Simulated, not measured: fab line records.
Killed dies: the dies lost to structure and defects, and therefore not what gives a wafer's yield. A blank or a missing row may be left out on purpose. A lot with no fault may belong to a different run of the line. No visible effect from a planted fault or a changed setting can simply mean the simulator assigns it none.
2 desks, one fault + flow sky130 + numbers are kept per desk, each desk with only its own; the story behind them comes last

## DESK OF THE TOOL OWNER: rieMetal-01
The tool's own readings at SKY_METAL1_ETCH_18 (etches BARC in N2/H2, stops on SiO2, time 45.9 s, target depth 60 nm): means of the sampled wafers that have a number, for each lot that ran on this tool. Any lot whose mean is over 4 standard deviations away from the usual mean is out of limits and marked OUT; that distance is given in the brackets.
Columns: A = biasW at SKY_METAL1_ETCH_18, usual 100.0 W; B = drypumpMotorCurrentA at SKY_METAL1_ETCH_18, usual 5.9 A; C = heBacksideLeakSccm at SKY_METAL1_ETCH_18, usual 3.36 sccm; D = oesProductAu at SKY_METAL1_ETCH_18, usual 0.855 a.u.; E = throttleValvePct at SKY_METAL1_ETCH_18, usual 13.226 %
| lot  | first seen here | A              | B   | C    | D     | E      |
|------|-----------------|----------------|-----|------|-------|--------|
| L920 | day 33 14:42    | 100.0          | 5.8 | 3.10 | 0.851 | 13.226 |
| L921 | day 33 22:53    | 100.1          | 5.6 | 3.23 | 0.853 | 13.230 |
| L931 | day 37 02:14    | 100.0          | 5.3 | 3.20 | 0.856 | 13.225 |
| L933 | day 37 09:29    | 96.5 (-11) OUT | 5.8 | 3.02 | 0.856 | 13.232 |
| L934 | day 38 03:52    | 96.5 (-11) OUT | 5.8 | 3.22 | 0.854 | 13.224 |
This desk's finding: out of limits on L933, L934; first on L933, day 37 09:29 (biasW at SKY_METAL1_ETCH_18). In limits: L920, L921, L931.

## FROM THE METROLOGY DESK
What the gauges read for every lot (on any tool): the sampled wafers with a number, averaged. Any lot whose mean is over 4 standard deviations away from the usual mean is out of limits and marked OUT; that distance is given in the brackets.
Columns: A = CONTACT_OVL at SKY_CONTACT_OVL_MEAS_15, usual -2 nm
| lot  | first seen here | A  |
|------|-----------------|----|
| L920 | day 32 10:27    | -6 |
| L921 | day 32 18:43    | -4 |
| L922 | day 33 02:34    | -3 |
| L924 | day 33 23:29    | -5 |
| L925 | day 34 05:53    | 4  |
| L926 | day 34 13:14    | -3 |
| L929 | day 35 12:51    | 3  |
| L931 | day 35 22:41    | -3 |
| L933 | day 36 07:19    | -4 |
| L934 | day 36 23:43    | -8 |
| L937 | day 37 17:25    | 3  |
Finding of this desk: none of the 11 lots has anything out of limits.

## TAKEN TOGETHER
An alarm could have come from the tool owner's desk at day 37 09:29, on L933, L934.
From the metrology desk's view, nothing was out of limits.
The metrology desk holds a record of L933, L934, inside its limits.
On rieMetal-01, each named lot ran SKY_METAL1_ETCH_18.

## WHAT THE SIMULATOR HAD INSERTED
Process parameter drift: rieMetal-01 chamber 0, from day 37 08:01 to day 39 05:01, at SKY_METAL1_ETCH_18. A move of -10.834 in setting biasW, from 100. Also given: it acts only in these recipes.
Shown lots that were struck: L933, L934.
Time in hours from fault onset to the first out-of-limits reading at each desk: the tool owner's desk, 1.
